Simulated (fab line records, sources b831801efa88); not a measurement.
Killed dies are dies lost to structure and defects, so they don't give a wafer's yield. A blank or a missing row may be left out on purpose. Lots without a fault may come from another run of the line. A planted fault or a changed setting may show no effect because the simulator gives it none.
Which tool did it? | flow sky130 | 11 lots, 33 wafers sampled, at 3 steps of a route of 708

WHAT THE GAUGES READ, wafer by wafer
SKY_NWELL_TW_MEAS_15.
lot  | measured    | on            | NWELL_TW
L843 | day 4 17:17 | film_metro-03 | 1824 1834 1829
L844 | day 4 23:48 | film_metro-03 | 1831 1835 1824
L845 | day 5 01:04 | film_metro-01 | 1820 1822 1825
L846 | day 5 07:41 | film_metro-03 | 1824 1822 1830
L847 | day 5 14:55 | film_metro-03 | 1825 1831 1825
L849 | day 6 05:21 | film_metro-02 | 1818 1818 1819
L850 | day 6 07:52 | film_metro-01 | 1827 1822 1815
L858 | day 8 06:51 | film_metro-02 | 1985 1993 1988
L860 | day 8 20:29 | film_metro-01 | 1983 1993 1979
L863 | day 9 08:52 | film_metro-03 | 1817 1828 1814
L865 | day 9 23:10 | film_metro-03 | 1818 1812 1816

WHICH TOOL RAN EACH LOT (tool, then ch and the chambers of the sampled wafers, then the start)
lot  | SKY_FIELD_ISO_ETCH_15             | SKY_NWELL_IMPLANT_11
L843 | rie_diel-03 ch 0,1,3, day 2 08:58 | implanter-03 ch 0, day 4 16:44
L844 | rie_diel-01 ch 0,1, day 2 13:26   | implanter-03 ch 0, day 4 23:15
L845 | rie_diel-03 ch 1,2,3, day 2 14:29 | implanter-03 ch 0, day 5 00:31
L846 | rie_diel-04 ch 2,3, day 2 22:40   | implanter-01 ch 0, day 5 07:10
L847 | rie_diel-03 ch 1,2, day 3 04:39   | implanter-01 ch 0, day 5 14:22
L849 | rie_diel-01 ch 0,2, day 3 12:40   | implanter-02 ch 0, day 6 04:48
L850 | rie_diel-01 ch 0,1,2, day 3 17:43 | implanter-03 ch 0, day 6 07:20
L858 | rie_diel-04 ch 0,1,2, day 5 12:28 | implanter-03 ch 0, day 8 06:18
L860 | rie_diel-01 ch 2,3, day 5 21:21   | implanter-03 ch 0, day 8 16:19
L863 | rie_diel-03 ch 0,1, day 6 11:23   | implanter-02 ch 0, day 9 08:19
L865 | rie_diel-04 ch 0,2, day 6 23:14   | implanter-01 ch 0, day 9 22:37
- SKY_FIELD_ISO_ETCH_15: etches the open film in CHF3/O2, stops on Si, target depth 180 nm, time 72 s.
- SKY_NWELL_IMPLANT_11

THE ANSWER, worked out from the rows above alone
Rule: what is usual is taken from the lots themselves. Put in order of their means at a reading, lots are off if they are a third of the lots or fewer, leave a main group of 4 or more, and stand apart from it by a gap of 3 or more times the standard deviation of the main group's means; of several such gaps the widest counts. A main group whose means are all the same, to the digits that the tables above print for the reading, isn't used. A lot without any number at a reading at which 4 lots or more have one is off too. The other lots that the step has rows for count as sound.
Off: L858, L860, at SKY_NWELL_TW_MEAS_15 (NWELL_TW). The main group: mean 1823, standard deviation 4.7.
A tool fits if, at a process step before that reading, it ran every lot that is off, and no sound lot after the first of them. The gauges at SKY_NWELL_TW_MEAS_15 are tried like those tools. One fits: implanter-03 at SKY_NWELL_IMPLANT_11. Its last sound lot is L850 (day 6 07:20), its first lot that is off L858 (day 8 06:18): a fault that began between those two fits.

WHAT THE SIMULATOR HAD PUT IN
Process parameter drift: implanter-03, from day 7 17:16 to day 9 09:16, at SKY_NWELL_IMPLANT_11. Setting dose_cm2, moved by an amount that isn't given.
Lots struck among those shown: L858, L860. The rule above found the same.
